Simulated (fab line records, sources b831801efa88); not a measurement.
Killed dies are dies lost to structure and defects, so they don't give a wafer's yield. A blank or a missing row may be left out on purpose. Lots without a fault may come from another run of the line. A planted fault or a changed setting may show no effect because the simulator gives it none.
Which tool did it? | flow sfq_line | 7 lots, 21 wafers sampled, at 2 steps of a route of 325

WHAT THE GAUGES READ, wafer by wafer
SFQ_I1_OVL_MEAS_913.
lot  | measured     | on         | I1_OVL (nm)
L963 | day 25 09:34 | overlay-01 | -5 0 0
L967 | day 26 23:40 | overlay-01 | -5 -7 -3
L971 | day 28 08:01 | overlay-01 | 11 12 13
L975 | day 29 11:46 | overlay-01 | 7 12 7
L980 | day 36 22:23 | overlay-02 | -1 0 -2
L982 | day 37 11:35 | overlay-01 | 77 81 72
L984 | day 38 19:53 | overlay-02 | -2 5 -6

WHICH TOOL RAN EACH LOT (tool, then ch and the chambers of the sampled wafers, then the start)
lot  | SFQ_TRILAYER_I1_VIA_LITHO_EXPOSE_050
L963 | krf_scanner-01 ch 0, day 25 08:27
L967 | krf_scanner-01 ch 0, day 26 22:10
L971 | krf_scanner-02 ch 0, day 28 06:30
L975 | krf_scanner-02 ch 0, day 29 10:16
L980 | krf_scanner-01 ch 0, day 36 21:05
L982 | krf_scanner-01 ch 0, day 37 10:29
L984 | krf_scanner-02 ch 0, day 38 18:34
- SFQ_TRILAYER_I1_VIA_LITHO_EXPOSE_050: exposes mask I1, target cd 500 nm.

THE ANSWER, worked out from the rows above alone
Rule: what is usual is taken from the lots themselves. Put in order of their means at a reading, lots are off if they are a third of the lots or fewer, leave a main group of 4 or more, and stand apart from it by a gap of 3 or more times the standard deviation of the main group's means; of several such gaps the widest counts. A main group whose means are all the same, to the digits that the tables above print for the reading, isn't used. A lot without any number at a reading at which 4 lots or more have one is off too. The other lots that the step has rows for count as sound.
Off: L982, at SFQ_I1_OVL_MEAS_913 (I1_OVL). The main group: mean 2 nm, standard deviation 6.1.
A tool fits if, at a process step before that reading, it ran every lot that is off, and no sound lot after the first of them. The gauges at SFQ_I1_OVL_MEAS_913 are tried like those tools. Can't be told from this: 2 tools fit, krf_scanner-01 at SFQ_TRILAYER_I1_VIA_LITHO_EXPOSE_050, overlay-01 at SFQ_I1_OVL_MEAS_913.

WHAT THE SIMULATOR HAD PUT IN
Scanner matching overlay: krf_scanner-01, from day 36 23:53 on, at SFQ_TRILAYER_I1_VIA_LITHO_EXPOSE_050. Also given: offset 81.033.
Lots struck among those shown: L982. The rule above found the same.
